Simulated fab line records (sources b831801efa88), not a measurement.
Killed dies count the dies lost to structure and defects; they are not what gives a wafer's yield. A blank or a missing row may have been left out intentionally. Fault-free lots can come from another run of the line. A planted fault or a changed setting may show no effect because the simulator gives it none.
One fault seen from 2 desks | flow gf180mcu | each desk has only its own numbers; what lay behind them comes last

== AT THE METROLOGY DESK ==
What the gauges read, lot by lot, whatever tool the lot ran on: means of the sampled wafers that have a number. Any lot whose mean is over 4 standard deviations away from the usual mean is out of limits and marked OUT; that distance is given in the brackets.
Columns: A = MVSD_RS at GF_VT_IMPLANT_RS_MEAS_46, usual 457.0 ohm/sq; B = SAB_OVL at GF_SAB_OVL_MEAS_10, usual -0.6 nm
lot  | first seen here | A                | B
L936 | day 7 15:06     | 456.6            | 2.2
L937 | day 7 19:05     | 455.1            | -0.8
L938 | day 8 02:52     | 456.2            | -1.9
L940 | day 8 15:07     | 457.2            | -0.6
L942 | day 9 06:40     | 457.6            | 0.1
L943 | day 9 11:49     | 456.4            | 0.7
L946 | day 10 09:26    | 456.5            | -2.1
L947 | day 10 16:26    | 456.1            | 0.3
L948 | day 10 22:31    | 467.4 (+8.6) OUT | 0.9
L949 | day 11 04:01    | 468.6 (+9.6) OUT | -1.2
L950 | day 11 09:03    | 468.3 (+9.4) OUT | 0.2
L953 | day 12 07:14    | 458.8            | -0.6
This desk's result: L948, L949, L950 out of limits, first on L948 (MVSD_RS at GF_VT_IMPLANT_RS_MEAS_46), day 10 22:31. L936, L937, L938, L940, L942, L943, L946, L947, L953: within limits.

== TOOL OWNER'S DESK, implanter-02 ==
GF_MVSD_IMPLANT_08, tool's own readings: per-lot mean of the sampled wafers with a number, covering each lot this tool ran. Any lot whose mean is over 4 standard deviations away from the usual mean is out of limits and marked OUT; that distance is given in the brackets.
Columns: A = dose_ions_cm2 at GF_MVSD_IMPLANT_08, usual 1.6e+13; B = faraday_current_uA at GF_MVSD_IMPLANT_08, usual 90.2; C = tilt_deg at GF_MVSD_IMPLANT_08, usual -0.004 degrees
lot  | first seen here | A                 | B    | C
L937 | day 4 16:05     | 1.6e+13           | 91.6 | 0.009
L938 | day 4 22:37     | 1.6e+13           | 90.2 | 0.026
L940 | day 5 09:05     | 1.6e+13           | 91.0 | -0.015
L942 | day 5 22:07     | 1.6e+13           | 89.6 | -0.009
L943 | day 6 01:37     | 1.6e+13           | 89.8 | -0.005
L948 | day 7 08:02     | 1.5e+13 (-44) OUT | 86.8 | -0.005
L949 | day 7 12:31     | 1.5e+13 (-44) OUT | 85.8 | -0.001
L950 | day 7 17:24     | 1.5e+13 (-42) OUT | 83.5 | -0.029
This desk finds L948, L949, L950 out of limits, L948 being first, at day 7 08:02 (dose_ions_cm2 at GF_MVSD_IMPLANT_08). L937, L938, L940, L942, L943: within limits.

== BROUGHT TOGETHER ==
At day 7 08:02, on L948, L949, L950, the tool owner's desk was in a position to raise an alarm.
At day 10 22:31 the metrology desk could have sounded an alarm, on L948, L949, L950.
GF_MVSD_IMPLANT_08 was run on implanter-02 by each of the lots named.

== WHAT THE SIMULATOR HAD INSERTED ==
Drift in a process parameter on implanter-02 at GF_MVSD_IMPLANT_08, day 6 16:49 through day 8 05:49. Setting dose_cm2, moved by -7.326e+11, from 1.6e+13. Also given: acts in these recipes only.
Struck lots among those shown: L948, L949, L950.
Time in hours from fault onset to the first out-of-limits reading at each desk: tool owner's desk 15, metrology desk 102.
